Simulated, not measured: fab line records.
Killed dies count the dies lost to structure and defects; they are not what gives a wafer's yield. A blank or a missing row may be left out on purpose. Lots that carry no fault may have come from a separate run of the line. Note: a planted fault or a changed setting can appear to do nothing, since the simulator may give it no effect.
fab line records	flow gf180mcu
[record] lots = 5	wafers = 23
route steps=602 shown STI@2 DNWELL@39 NWELL@45 LVPWELL@63 MVPSD@80 VT_IMPLANT@125 DUAL_GATE@147 POLY_GATE@162 HV_LDD@217
start-h: hours from the record's first day to the start of the lot's first wafer shown	wait-h: time in hours since the lot's previous step	" same as the row above	L1.1+2: a single row standing in for several wafers	- either no value or no given start	* or withheld: withheld	< > ~ a bound
route shown NAME@n: names a module that has steps shown in the file, with the first one's number in the route	usual: average and standard deviation across the fault-free wafers	same: alike in all rows	chamber/n: place in a boat	sites: the reading at each site	_std_site: the values' standard deviation	_edge_site: mean of outer sites minus mean of inner sites	radius-mm: how far each site lies from the wafer's centre	mask NAME#n: copy n	behind: the most recent tool/chamber to have shaped the wafer	hold: the reason the lot was held/the length of the hold in hours/how it ended	device: which transistor (n, p or np) failed to switch	end of line: the same wafers' tests at the end of the route	for a step that has no rows: nothing shown but its recipe	killed: dies lost to structure and defects at the first sort, not the wafer's yield	map: per-die view of a wafer (x killed, . not killed, _ where there is no die)
set.NAME: the run value of the setting; set.NAME@STEP: its run value at that earlier step	model.NAME: the simulator's own value behind a step, which no gauge read
lots run with intentionally changed settings; tables by step, rows by wafer
[[steps]]
[step GF_STI_OXIDATION_01]
[recipe] temp-c = 900	ambient = O2	stabilise-s = 600	purge-s = 300	target-thk-a = 100	ox-time-s = 1418
lot.wafer	tool	chamber	start-h	wait-h	set.ox-time-s	model.SiO2_of_STI_OXIDATION_01.thk-nm
L076.1	-	-	-	1.5	1418	10.06
L076.2	"	-	"	"	1418	10
L076.3	"	-	"	"	1418	10.15
L076.5	"	-	"	"	1418	10.16
L076.6	"	-	"	"	1418	10.18
L077.2	-	-	-	0.4	1216	9.319
L077.3	"	-	"	"	1216	9.353
L077.4	"	-	"	"	1216	9.221
L077.5	"	-	"	"	1216	9.104
L077.6	"	-	"	"	1216	9.134
L080.2	-	-	-	5.9	1418	10.06
L080.3	"	-	"	"	1418	10.08
L080.4+5	"	-	"	"	1418	10.28
L080.6	"	-	"	"	1418	10.17
L081.2	furnace-02	0	45.98	0.9	1418	10.51
L081.3	"	0	"	"	1418	10.45
L081.4	"	0	"	"	1418	10.44
L083.2+4	-	-	-	0.7	1605	10.95
L083.3	"	-	"	"	1605	11.01
L083.5	"	-	"	"	1605	11.08
L083.6	"	-	"	"	1605	10.98
[step GF_STI_THK_MEAS_02]
[recipe] reads = SiO2_of_STI_OXIDATION_01
[usual] STI_OXIDATION_THK = 10.01/0.24
lot.wafer	tool	chamber	start-h	wait-h	set.ox-time-s@STI_OXIDATION_01	STI_OXIDATION_THK[nm]
L076.1	film-metro-04	-	-	-	1418	10.10
L076.2	"	-	"	"	1418	10.00
L076.3	"	-	"	"	1418	10.14
L076.5	"	-	"	"	1418	10.23
L076.6	"	-	"	"	1418	10.16
L077.2	film-metro-03	-	-	-	1216	9.36
L077.3	"	-	"	"	1216	9.36
L077.4	"	-	"	"	1216	9.27
L077.5	"	-	"	"	1216	9.07
L077.6	"	-	"	"	1216	9.09
L080.2	film-metro-02	-	-	-	1418	10.10
L080.3	"	-	"	"	1418	10.06
L080.4	"	-	"	"	1418	10.25
L080.5	"	-	"	"	1418	10.31
L080.6	"	-	"	"	1418	10.14
L081.2	film-metro-03	-	47.39	0.0	1418	10.54
L081.3	"	-	"	"	1418	10.40
L081.4	"	-	"	"	1418	10.48
L083.2	film-metro-03	-	-	-	1605	10.99
L083.3	"	-	"	"	1605	11.02
L083.4	"	-	"	"	1605	10.97
L083.5	"	-	"	"	1605	11.10
L083.6	"	-	"	"	1605	10.98
[step GF_DNWELL_IMPLANT_07]
[recipe] species = P	energy-kev = 1500	dose-cm2 = 1e+13	tilt-deg = 0
lot.wafer	tool	chamber	start-h	wait-h	set.dose-cm2
L077.2+3+6	implanter-04	0	63.54	-	1e+13
L077.4+5	"	0	"	"	9.657e+12
L076.1+2+5	implanter-01	0	63.62	-	1e+13
L076.3+6	"	0	"	"	9.745e+12
L081.2+3+4	implanter-03	0	85.14	-	1e+13
L080.2+5	implanter-04	0	85.54	-	1.036e+13
L080.3+4+6	"	0	"	"	1e+13
L083.2+5	implanter-04	0	93.34	-	1e+13
L083.3+4+6	"	0	"	"	9.263e+12
[step GF_DNWELL_STRIP_08]
[recipe] chemistry = O2/N2	power-w = 1400	pressure-mtorr = 1500	platen-temp-c = 250	o2-flow-sccm = 3000	n2-flow-sccm = 300	overash-fraction = 0.5
[step GF_DNWELL_TW_MEAS_09]
[usual] DNWELL_TW = 1348/13
lot.wafer	tool	chamber	start-h	wait-h	set.dose-cm2@DNWELL_IMPLANT_07	DNWELL_TW
L077.2	film-metro-01	-	63.77	0.1	1e+13	1336
L077.3	"	-	"	"	1e+13	1338
L077.4	"	-	"	"	9.657e+12	1320
L077.5	"	-	"	"	9.657e+12	1327
L077.6	"	-	"	"	1e+13	1340
L076.1	film-metro-03	-	63.87	0.1	1e+13	1356
L076.2	"	-	"	"	1e+13	1350
L076.3	"	-	"	"	9.745e+12	1336
L076.5	"	-	"	"	1e+13	1350
L076.6	"	-	"	"	9.745e+12	1339
L081.2	film-metro-04	-	85.38	0.1	1e+13	1371
L081.3	"	-	"	"	1e+13	1365
L081.4	"	-	"	"	1e+13	1362
L080.2	film-metro-04	-	85.77	0.1	1.036e+13	1380
L080.3	"	-	"	"	1e+13	1367
L080.4	"	-	"	"	1e+13	1363
L080.5	"	-	"	"	1.036e+13	1379
L080.6	"	-	"	"	1e+13	1361
L083.2	film-metro-03	-	93.57	0.1	1e+13	1352
L083.3	"	-	"	"	9.263e+12	1317
L083.4	"	-	"	"	9.263e+12	1318
L083.5	"	-	"	"	1e+13	1359
L083.6	"	-	"	"	9.263e+12	1314
[step GF_NWELL_SOFTBAKE_03]
[recipe] temp-c = 110	time-s = withheld
lot.wafer	tool	chamber	start-h	wait-h	set.temp-c
L076.1+3+5	litho-track-01	0	69.93	0.1	111.9
L076.2+6	"	0	"	"	110
L077.2+3+4+5+6	litho-track-02	0	69.96	0.1	110
L081.2+3+4	litho-track-04	0	91.80	0.1	110
L080.2+3+6	litho-track-04	0	92.45	0.1	110
L080.4+5	"	0	"	"	112.8
L083.2+3+4+5+6	litho-track-01	0	100.77	0.1	110
[step GF_NWELL_IMPLANT_08]
[recipe] species = P	energy-kev = 450	dose-cm2 = 1.5e+13	tilt-deg = 0
lot.wafer	tool	chamber	start-h	wait-h	set.dose-cm2
L077.2+4+5	implanter-02	0	76.28	0.0	1.607e+13
L077.3+6	"	0	"	"	1.5e+13
L076.1+5+6	implanter-01	0	76.61	0.0	1.5e+13
L076.2+3	"	0	"	"	1.292e+13
L081.2+3+4	implanter-02	0	98.88	0.0	1.5e+13
L080.2+4+6	implanter-01	0	99.00	0.0	1.41e+13
L080.3+5	"	0	"	"	1.5e+13
L083.2+6	implanter-02	0	108.00	0.0	1.636e+13
L083.3+4+5	"	0	"	"	1.5e+13
[step GF_NWELL_IMPLANT_09]
[recipe] species = P	energy-kev = 160	dose-cm2 = 4e+12	tilt-deg = 0
[step GF_NWELL_STRIP_10]
[recipe] chemistry = O2/N2	power-w = 1400	pressure-mtorr = 1500	platen-temp-c = 250	o2-flow-sccm = 3000	n2-flow-sccm = 300	overash-fraction = 0.5
[usual] strip-time-to-endpoint-s = 37.59/0.084
lot.wafer	tool	chamber	start-h	wait-h	set.temp-c@NWELL_SOFTBAKE_03	strip-time-to-endpoint-s
L077.2	plasma-asher-01	1	76.56	0.1	110	37.70
L077.3	"	1	"	"	110	37.74
L077.4	"	0	"	"	110	37.68
L077.5	"	0	"	"	110	37.75
L077.6	"	1	"	"	110	37.54
L076.1	plasma-asher-01	1	76.91	0.1	111.9	37.43
L076.2	"	0	"	"	110	37.53
L076.3	"	1	"	"	111.9	37.42
L076.5	"	0	"	"	111.9	37.50
L076.6	"	1	"	"	110	37.70
L081.2	plasma-asher-03	1	99.15	0.1	110	37.49
L081.3	"	0	"	"	110	37.46
L081.4	"	1	"	"	110	37.53
L080.2	plasma-asher-01	0	99.27	0.1	110	37.48
L080.3	"	1	"	"	110	37.48
L080.4	"	0	"	"	112.8	37.18
L080.5	"	1	"	"	112.8	37.08
L080.6	"	0	"	"	110	37.50
L083.2	plasma-asher-01	0	108.27	0.1	110	37.67
L083.3	"	0	"	"	110	37.64
L083.4	"	1	"	"	110	37.58
L083.5	"	1	"	"	110	37.63
L083.6	"	0	"	"	110	37.64
[step GF_NWELL_TW_MEAS_11]
[usual] NWELL_TW = 1567/13
lot.wafer	tool	chamber	start-h	wait-h	set.dose-cm2@NWELL_IMPLANT_08	NWELL_TW
L077.2	film-metro-02	-	76.67	0.1	1.607e+13	1615
L077.3	"	-	"	"	1.5e+13	1575
L077.4	"	-	"	"	1.607e+13	1600
L077.5	"	-	"	"	1.607e+13	1613
L077.6	"	-	"	"	1.5e+13	1576
L076.1	film-metro-02	-	77.01	0.1	1.5e+13	1570
L076.2	"	-	"	"	1.292e+13	1523
L076.3	"	-	"	"	1.292e+13	1516
L076.5	"	-	"	"	1.5e+13	1581
L076.6	"	-	"	"	1.5e+13	1577
L081.2	film-metro-02	-	99.26	0.1	1.5e+13	1578
L081.3	"	-	"	"	1.5e+13	1584
L081.4	"	-	"	"	1.5e+13	1582
L080.2	film-metro-03	-	99.38	0.1	1.41e+13	1537
L080.3	"	-	"	"	1.5e+13	1572
L080.4	"	-	"	"	1.41e+13	1539
L080.5	"	-	"	"	1.5e+13	1561
L080.6	"	-	"	"	1.41e+13	1539
L083.2	film-metro-02	-	108.40	0.1	1.636e+13	1607
L083.3	"	-	"	"	1.5e+13	1570
L083.4	"	-	"	"	1.5e+13	1579
L083.5	"	-	"	"	1.5e+13	1579
L083.6	"	-	"	"	1.636e+13	1607
[step GF_LVPWELL_IMPLANT_09]
[recipe] species = B	energy-kev = 60	dose-cm2 = 5e+12	tilt-deg = 0
lot.wafer	tool	chamber	start-h	wait-h	set.energy-kev	model.implant.rp-nm	model.implant.drp-nm
L077.2+3+4+5+6	implanter-03	0	90.58	0.1	60	190.1	64.53
L076.1+2+3+5+6	implanter-02	0	90.72	0.1	60	190.6	64.53
L081.2+3+4	implanter-02	0	113.88	0.1	60	187.7	64.53
L080.2+4	implanter-03	0	113.88	0.1	60	192.4	64.53
L080.3+5+6	"	0	"	"	64.3	211.5	66.89
L083.2+4	implanter-03	0	122.69	0.1	60	189.9	64.53
L083.3+5+6	"	0	"	"	57.14	181.6	62.87
[step GF_MVPSD_COAT_02]
[recipe] spin-rpm = 2000	resist-thk-nm = 3000
lot.wafer	tool	chamber	start-h	wait-h	set.resist-thk-nm	model.coat_of_MVPSD_COAT_02.thk-nm
L077.2	litho-track-02	0	111.80	0.1	3000	2998
L077.3	"	0	"	"	3127	3130
L077.4	"	0	"	"	3000	2999
L077.5	"	0	"	"	3127	3118
L077.6	"	0	"	"	3000	3002
L076.1	litho-track-04	0	112.36	0.1	3000	3022
L076.2	"	0	"	"	3068	3077
L076.3	"	0	"	"	3068	3086
L076.5	"	0	"	"	3068	3081
L076.6	"	0	"	"	3000	3015
L081.2	litho-track-03	0	136.54	0.1	3000	2998
L081.3	"	0	"	"	3000	3007
L081.4	"	0	"	"	3000	2994
L080.2	litho-track-02	0	136.55	0.1	3107	3108
L080.3	"	0	"	"	3107	3099
L080.4	"	0	"	"	3107	3112
L080.5	"	0	"	"	3000	3003
L080.6	"	0	"	"	3000	2997
L083.2+6	litho-track-02	0	145.85	0.1	3140	3137
L083.3	"	0	"	"	3000	2993
L083.4	"	0	"	"	3000	2990
L083.5	"	0	"	"	3140	3140
[step GF_MVPSD_IMPLANT_08]
[recipe] species = B	energy-kev = 170	dose-cm2 = 1.5e+13	tilt-deg = 0
lot.wafer	tool	chamber	start-h	wait-h	set.energy-kev	model.implant.rp-nm	model.implant.drp-nm
L077.2+6	implanter-01	0	119.53	0.0	163.2	466.1	100.9
L077.3+4+5	"	0	"	"	170	480.5	102.4
L076.1+2	implanter-03	0	119.85	0.0	170	485	102.4
L076.3+5+6	"	0	"	"	174.9	495.7	103.2
L081.2+3+4	implanter-01	0	144.37	0.0	170	490.1	102.4
L080.2+5	implanter-03	0	144.53	0.0	170	482.1	102.4
L080.3+4+6	"	0	"	"	166.9	475.5	101.8
L083.2+3+4+5+6	implanter-04	0	153.88	0.0	170	484.1	102.4
[step GF_MVPSD_IMPLANT_09]
[recipe] species = B	energy-kev = 40	dose-cm2 = 5e+12	tilt-deg = 0
[step GF_MVPSD_STRIP_10]
[recipe] chemistry = O2/N2	power-w = 1400	pressure-mtorr = 1500	platen-temp-c = 250	o2-flow-sccm = 3000	n2-flow-sccm = 300	overash-fraction = 0.5
[usual] strip-time-to-endpoint-s = 37.00/0.083
lot.wafer	tool	chamber	start-h	wait-h	set.resist-thk-nm@MVPSD_COAT_02	strip-time-to-endpoint-s
L077.2	plasma-asher-02	0	119.80	0.1	3000	36.93
L077.3	"	0	"	"	3127	38.45
L077.4	"	1	"	"	3000	36.94
L077.5	"	0	"	"	3127	38.30
L077.6	"	1	"	"	3000	36.97
L076.1	plasma-asher-03	1	120.15	0.1	3000	37.20
L076.2	"	0	"	"	3068	37.82
L076.3	"	0	"	"	3068	37.92
L076.5	"	0	"	"	3068	37.86
L076.6	"	1	"	"	3000	37.12
L081.2	plasma-asher-02	1	144.65	0.1	3000	36.91
L081.3	"	0	"	"	3000	37.04
L081.4	"	1	"	"	3000	36.88
L080.2	plasma-asher-03	0	144.81	0.1	3107	38.19
L080.3	"	0	"	"	3107	38.07
L080.4	"	1	"	"	3107	38.21
L080.5	"	0	"	"	3000	36.97
L080.6	"	1	"	"	3000	36.93
L083.2	plasma-asher-01	1	154.16	0.1	3140	38.52
L083.3	"	1	"	"	3000	36.87
L083.4	"	0	"	"	3000	36.83
L083.5	"	1	"	"	3140	38.55
L083.6	"	0	"	"	3140	38.54
[step GF_VT_IMPLANT_COAT_35]
[recipe] resist = NOVOLAK	spin-rpm = 3000	resist-thk-nm = 1000
lot.wafer	tool	chamber	start-h	wait-h	set.resist-thk-nm
L077.2+3+4+5+6	litho-track-04	0	173.29	0.1	1000
L076.1+5	litho-track-01	0	173.68	0.1	1000
L076.2+3+6	"	0	"	"	1054
L081.2+3+4	litho-track-04	0	200.59	0.1	1000
L080.2+6	litho-track-04	0	201.89	0.1	1000
L080.3+4+5	"	0	"	"	1019
L083.2+3+4+5+6	litho-track-04	0	211.19	0.1	1000
[step GF_VT_IMPLANT_IMPLANT_41]
[recipe] species = As	energy-kev = 70	dose-cm2 = 1.013e+12	tilt-deg = 7
lot.wafer	tool	chamber	start-h	wait-h	set.energy-kev
L077.2+4+6	implanter-04	0	181.72	0.0	70
L077.3+5	"	0	"	"	72.43
L076.1+2+3+5+6	implanter-02	0	182.00	0.0	70
L081.2+3+4	implanter-01	0	209.09	0.0	70
L080.2+5	implanter-02	0	210.27	0.0	70
L080.3+4+6	"	0	"	"	67.34
L083.2+4+6	implanter-02	0	220.07	0.0	70
L083.3+5	"	0	"	"	66.13
[step GF_VT_IMPLANT_STRIP_42]
[recipe] chemistry = O2/N2	power-w = 1400	pressure-mtorr = 1500	platen-temp-c = 250	o2-flow-sccm = 3000	n2-flow-sccm = 300	overash-fraction = 0.5
[usual] strip-time-to-endpoint-s = 12.61/0.03
lot.wafer	tool	chamber	start-h	wait-h	set.resist-thk-nm@VT_IMPLANT_COAT_35	strip-time-to-endpoint-s
L077.2	plasma-asher-01	1	181.85	0.1	1000	12.62
L077.3	"	1	"	"	1000	12.63
L077.4	"	0	"	"	1000	12.66
L077.5	"	0	"	"	1000	12.64
L077.6	"	1	"	"	1000	12.67
L076.1	plasma-asher-03	1	182.15	0.1	1000	12.59
L076.2	"	0	"	"	1054	13.11
L076.3	"	0	"	"	1054	13.13
L076.5	"	1	"	"	1000	12.62
L076.6	"	0	"	"	1054	13.15
L081.2	plasma-asher-04	1	209.22	0.1	1000	12.57
L081.3	"	1	"	"	1000	12.61
L081.4	"	0	"	"	1000	12.61
L080.2	plasma-asher-01	1	210.40	0.1	1000	12.59
L080.3	"	0	"	"	1019	12.84
L080.4	"	1	"	"	1019	12.79
L080.5	"	1	"	"	1019	12.81
L080.6	"	0	"	"	1000	12.59
L083.2	plasma-asher-03	0	220.20	0.1	1000	12.61
L083.3	"	1	"	"	1000	12.63
L083.4	"	0	"	"	1000	12.64
L083.5	"	1	"	"	1000	12.64
L083.6	"	0	"	"	1000	12.63
[step GF_DUAL_GATE_COAT_06]
[recipe] resist = NOVOLAK	spin-rpm = 3000	resist-thk-nm = 1000
lot.wafer	tool	chamber	start-h	wait-h	set.spin-rpm	model.NOVOLAK_of_DUAL_GATE_COAT_06.thk-nm
L077.2	litho-track-03	0	192.29	0.1	3204	969.8
L077.3	"	0	"	"	3000	1008
L077.4	"	0	"	"	3000	1004
L077.5	"	0	"	"	3204	970.5
L077.6	"	0	"	"	3204	973.8
L076.1	litho-track-03	0	193.57	0.1	3000	1007
L076.2	"	0	"	"	3000	1004
L076.3	"	0	"	"	3000	1006
L076.5	"	0	"	"	3000	1009
L076.6	"	0	"	"	3000	1005
L081.2	litho-track-04	0	220.34	0.1	3000	1002
L081.3	"	0	"	"	3000	1003
L081.4	"	0	"	"	3000	1004
L080.2+4	litho-track-04	0	222.84	0.1	3000	1003
L080.3	"	0	"	"	2844	1029
L080.5	"	0	"	"	3000	1002
L080.6	"	0	"	"	2844	1033
L083.2+5	litho-track-04	0	232.24	0.1	3000	1009
L083.3+6	"	0	"	"	3000	1004
L083.4	"	0	"	"	3000	1002
[step GF_DUAL_GATE_SOFTBAKE_07]
[recipe] temp-c = 90	time-s = 60	resist = NOVOLAK
[step GF_DUAL_GATE_EXPOSE_08]
[recipe] mask-id = Dualgate	target-cd-nm = 700	na = 0.6	source-shape = conventional	sigma-outer = 0.6	dose-mj = 140
[step GF_DUAL_GATE_WET_ETCH_12]
[recipe] chemistry = dHF	target-depth-nm = 13	dry = n2-spin	target = SiO2	temp-c = 26.1	dilution = 100:1	time-s = 260
[step GF_DUAL_GATE_STRIP_13]
[recipe] chemistry = O2/N2	power-w = 1400	pressure-mtorr = 1500	platen-temp-c = 250	o2-flow-sccm = 3000	n2-flow-sccm = 300	overash-fraction = 0.5
[usual] strip-time-to-endpoint-s = 12.66/0.047
lot.wafer	tool	chamber	start-h	wait-h	set.spin-rpm@DUAL_GATE_COAT_06	strip-time-to-endpoint-s
L077.2	plasma-asher-02	0	201.23	0.0	3204	12.26
L077.3	"	1	"	"	3000	12.72
L077.4	"	0	"	"	3000	12.66
L077.5	"	1	"	"	3204	12.29
L077.6	"	0	"	"	3204	12.32
L076.1	plasma-asher-02	1	202.13	0.0	3000	12.72
L076.2	"	0	"	"	3000	12.68
L076.3	"	0	"	"	3000	12.69
L076.5	"	0	"	"	3000	12.73
L076.6	"	1	"	"	3000	12.69
L081.2	plasma-asher-01	1	228.83	0.0	3000	12.65
L081.3	"	1	"	"	3000	12.66
L081.4	"	0	"	"	3000	12.68
L080.2	plasma-asher-01	1	232.15	0.0	3000	12.66
L080.3	"	0	"	"	2844	12.90
L080.4	"	1	"	"	3000	12.66
L080.5	"	0	"	"	3000	12.64
L080.6	"	1	"	"	2844	12.93
L083.2	plasma-asher-04	1	242.01	0.0	3000	12.74
L083.3	"	0	"	"	3000	12.66
L083.4	"	1	"	"	3000	12.65
L083.5	"	1	"	"	3000	12.74
L083.6	"	0	"	"	3000	12.70
[step GF_POLY_GATE_COAT_05]
[recipe] resist = KrF	spin-rpm = withheld	resist-thk-nm = 700
lot.wafer	tool	chamber	start-h	wait-h	set.resist-thk-nm	model.KrF_of_POLY_GATE_COAT_05.thk-nm
L077.2	litho-track-03	0	-	-	700	699.2
L077.3	"	0	"	"	700	699.4
L077.4	"	0	"	"	700	699.5
L077.5	"	0	"	"	674.8	674.2
L077.6	"	0	"	"	674.8	673.2
L076.1+3	litho-track-02	0	-	-	700	701.5
L076.2	"	0	"	"	700	702.3
L076.5	"	0	"	"	700	700.8
L076.6	"	0	"	"	700	698.2
L081.2	litho-track-01	0	-	-	700	700.2
L081.3	"	0	"	"	700	698.4
L081.4	"	0	"	"	700	699
L080.2	litho-track-03	0	-	-	671.9	671.7
L080.3	"	0	"	"	671.9	669.3
L080.4	"	0	"	"	700	700
L080.5	"	0	"	"	700	699.4
L080.6	"	0	"	"	700	697
L083.2	litho-track-02	0	-	-	700	699.6
L083.3	"	0	"	"	676.1	674.6
L083.4	"	0	"	"	700	698.8
L083.5	"	0	"	"	700	698.6
L083.6	"	0	"	"	676.1	675.1
[step GF_HV_LDD_COAT_41]
[recipe] resist = NOVOLAK	spin-rpm = 3000	resist-thk-nm = 1000
lot.wafer	tool	chamber	start-h	wait-h	set.resist-thk-nm
L077.2+4	litho-track-03	0	291.94	0.1	1000
L077.3+5+6	"	0	"	"	1059
L076.1+2	litho-track-04	0	292.51	0.1	1000
L076.3+5+6	"	0	"	"	1028
L081.2+3+4	litho-track-02	0	321.89	0.1	1000
L080.2+3+5	litho-track-02	0	327.34	0.1	1000
L080.4+6	"	0	"	"	949.9
L083.2+5+6	litho-track-02	0	338.14	0.1	1000
L083.3+4	"	0	"	"	947.2
[step GF_HV_LDD_SOFTBAKE_42]
[recipe] temp-c = 90	time-s = 60	resist = NOVOLAK
[step GF_HV_LDD_EXPOSE_43]
[recipe] mask-id = Pplus_HV_AREA	target-cd-nm = 400	na = 0.6	source-shape = conventional	sigma-outer = 0.6	dose-mj = 140
[step GF_HV_LDD_IMPLANT_48]
[recipe] species = B	energy-kev = 25	dose-cm2 = 2.951e+13	tilt-deg = 7
[step GF_HV_LDD_STRIP_49]
[recipe] chemistry = O2/N2	power-w = 1400	pressure-mtorr = 1500	platen-temp-c = 250	o2-flow-sccm = 3000	n2-flow-sccm = 300	overash-fraction = 0.5
[usual] strip-time-to-endpoint-s = 12.63/0.045
lot.wafer	tool	chamber	start-h	wait-h	set.resist-thk-nm@HV_LDD_COAT_41	strip-time-to-endpoint-s
L077.2	plasma-asher-03	0	301.82	0.1	1000	12.68
L077.3	"	0	"	"	1059	13.30
L077.4	"	1	"	"	1000	12.69
L077.5	"	1	"	"	1059	13.29
L077.6	"	0	"	"	1059	13.31
L076.1	plasma-asher-03	0	303.22	0.1	1000	12.67
L076.2	"	1	"	"	1000	12.65
L076.3	"	1	"	"	1028	12.93
L076.5	"	1	"	"	1028	12.89
L076.6	"	0	"	"	1028	12.88
L081.2	plasma-asher-02	0	332.62	0.1	1000	12.57
L081.3	"	1	"	"	1000	12.61
L081.4	"	0	"	"	1000	12.55
L080.2	plasma-asher-01	1	338.32	0.1	1000	12.59
L080.3	"	0	"	"	1000	12.57
L080.4	"	1	"	"	949.9	12.06
L080.5	"	0	"	"	1000	12.61
L080.6	"	1	"	"	949.9	12.04
L083.2	plasma-asher-01	1	349.77	0.1	1000	12.58
L083.3	"	0	"	"	947.2	12.00
L083.4	"	1	"	"	947.2	11.97
L083.5	"	1	"	"	1000	12.56
L083.6	"	0	"	"	1000	12.59
[[key]]
[split] step = GF_STI_OXIDATION_01	setting = ox-time-s	stated = 1418	by = lot
[response] step = GF_STI_OXIDATION_01	reading = model.SiO2_of_STI_OXIDATION_01.thk-nm	change = +0.0646	per = 1%	r = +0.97
[response] step = GF_STI_THK_MEAS_02	reading = STI_OXIDATION_THK	change = +0.065	per = 1%	r = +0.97
[split] step = GF_DNWELL_IMPLANT_07	setting = dose-cm2	stated = 1e+13	by = wafer
[response] step = GF_DNWELL_TW_MEAS_09	reading = DNWELL_TW	change = +5.01	per = 1%	r = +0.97
[split] step = GF_NWELL_SOFTBAKE_03	setting = temp-c	stated = 110	by = wafer
[response] step = GF_NWELL_STRIP_10	reading = strip-time-to-endpoint-s	change = *	per = 1%	r = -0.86
[split] step = GF_NWELL_IMPLANT_08	setting = dose-cm2	stated = 1.5e+13	by = wafer
[response] step = GF_NWELL_TW_MEAS_11	reading = NWELL_TW	change = +4.08	per = 1%	r = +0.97
[split] step = GF_LVPWELL_IMPLANT_09	setting = energy-kev	stated = 60	by = wafer
[response] step = GF_LVPWELL_IMPLANT_09	reading = model.implant.rp-nm	change = +2.38	per = 1%	r = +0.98
[response] step = GF_LVPWELL_IMPLANT_09	reading = model.implant.drp-nm	change = +0.336	per = 1%	r = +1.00
[split] step = GF_MVPSD_COAT_02	setting = resist-thk-nm	stated = 3000	by = wafer
[response] step = GF_MVPSD_COAT_02	reading = model.coat_of_MVPSD_COAT_02.thk-nm	change = +30.1	per = 1%	r = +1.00
[response] step = GF_MVPSD_STRIP_10	reading = strip-time-to-endpoint-s	change = *	per = 1%	r = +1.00
[split] step = GF_MVPSD_IMPLANT_08	setting = energy-kev	stated = 170	by = wafer
[response] step = GF_MVPSD_IMPLANT_08	reading = model.implant.rp-nm	change = +3.64	per = 1%	r = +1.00
[response] step = GF_MVPSD_IMPLANT_08	reading = model.implant.drp-nm	change = +0.334	per = 1%	r = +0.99
[split] step = GF_VT_IMPLANT_COAT_35	setting = resist-thk-nm	stated = 1000	by = wafer
[response] step = GF_VT_IMPLANT_STRIP_42	reading = strip-time-to-endpoint-s	change = *	per = 1%	r = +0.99
[split] step = GF_VT_IMPLANT_IMPLANT_41	setting = energy-kev	stated = 70	by = wafer
response none clear
[split] step = GF_DUAL_GATE_COAT_06	setting = spin-rpm	stated = 3000	by = wafer
[response] step = GF_DUAL_GATE_COAT_06	reading = model.NOVOLAK_of_DUAL_GATE_COAT_06.thk-nm	change = -5.19	per = 1%	r = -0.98
[response] step = GF_DUAL_GATE_STRIP_13	reading = strip-time-to-endpoint-s	change = *	per = 1%	r = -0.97
[split] step = GF_POLY_GATE_COAT_05	setting = resist-thk-nm	stated = 700	by = wafer
[response] step = GF_POLY_GATE_COAT_05	reading = model.KrF_of_POLY_GATE_COAT_05.thk-nm	change = +7.08	per = 1%	r = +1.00
[split] step = GF_HV_LDD_COAT_41	setting = resist-thk-nm	stated = 1000	by = wafer
[response] step = GF_HV_LDD_STRIP_49	reading = strip-time-to-endpoint-s	change = *	per = 1%	r = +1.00
